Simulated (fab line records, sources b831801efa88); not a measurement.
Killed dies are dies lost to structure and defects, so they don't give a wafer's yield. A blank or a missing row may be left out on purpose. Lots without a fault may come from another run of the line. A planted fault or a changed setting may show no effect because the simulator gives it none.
A struck lot beside a sound one | flow gf180mcu | 14 steps out of a route of 602
Sound: wafers L990.1, L990.3, L990.6. Struck: wafers L997.2, L997.4, L997.6. The cause comes at the end.
At each step with rows: each side's tool, then ch and its chambers, then its first start. Under that, the readings that differ: sound wafers | struck wafers | difference of the means | sigmas: that difference in standard deviations of wafers without a fault.
alike: readings whose means differ by less than 2 such deviations, and words and numbers that are the same on both sides. not compared: withheld readings, readings that some wafer has no value for, bounds like >300 that may hide the same value, and numbers for which the record gives no deviation and whose values overlap.
The two part at a step that has a row with sigmas, a row that says differs or no value, or rows on one side only. Numbers that don't overlap but have no deviation are shown without sigmas and don't part them. A reading that every wafer of one side lacks parts them only if that side has two wafers or more.

first, 3 steps without rows for these wafers: GF_LVPWELL_EXPOSE_04 (exposes mask LVPWELL, target cd 600 nm); GF_LVPWELL_PEB_05; GF_LVPWELL_DEVELOP_06 (develop time 60 s).
GF_LVPWELL_OVL_MEAS_07:
  sound on overlay-02, day 4 02:48; struck on overlay-02, day 5 22:46
  alike: LVPWELL_OVL
then, 2 steps without rows for these wafers: GF_LVPWELL_IMPLANT_08; GF_LVPWELL_IMPLANT_09.
GF_LVPWELL_STRIP_10: strips in O2/N2.
  sound on plasma_asher-04 ch 0,1, day 4 03:08; struck on plasma_asher-04 ch 0,1, day 5 23:05
  alike: chamber_pressure_mTorr, drypump_motor_current_A, heater_power_w, oes_product_au, strip_time_to_endpoint_s
  not compared: rf_hours_counter_h
GF_LVPWELL_TW_MEAS_11:
  sound on film_metro-03, day 4 03:14; struck on film_metro-01, day 5 23:12
  reading    | sound       | struck      | difference | sigmas
  LVPWELL_TW | 554 552 551 | 567 568 564 | +14        | +2
then, 4 steps without rows for these wafers: GF_MVSD_DEHYDRATE_00 (time 60 s); GF_MVSD_HMDS_01 (prime time 60 s); GF_MVSD_COAT_02 (resist thk 3000 nm); GF_MVSD_SOFTBAKE_03.
GF_MVSD_EXPOSE_04: exposes mask MVSD, target cd 1000 nm.
  sound on iline_stepper-01 ch 0, day 4 09:55; struck on iline_stepper-01 ch 0, day 6 05:48
  reading | sound                | struck                        | difference | sigmas
  mask    | MVSD#0 MVSD#0 MVSD#0 | MVSD_R1#0 MVSD_R1#0 MVSD_R1#0 | differs    |
then, 1 step without rows for these wafers: GF_MVSD_PEB_05.

WHERE THEY PART
First at GF_LVPWELL_TW_MEAS_11; last, within this record, at GF_MVSD_EXPOSE_04.

WHY: what the simulator had put in
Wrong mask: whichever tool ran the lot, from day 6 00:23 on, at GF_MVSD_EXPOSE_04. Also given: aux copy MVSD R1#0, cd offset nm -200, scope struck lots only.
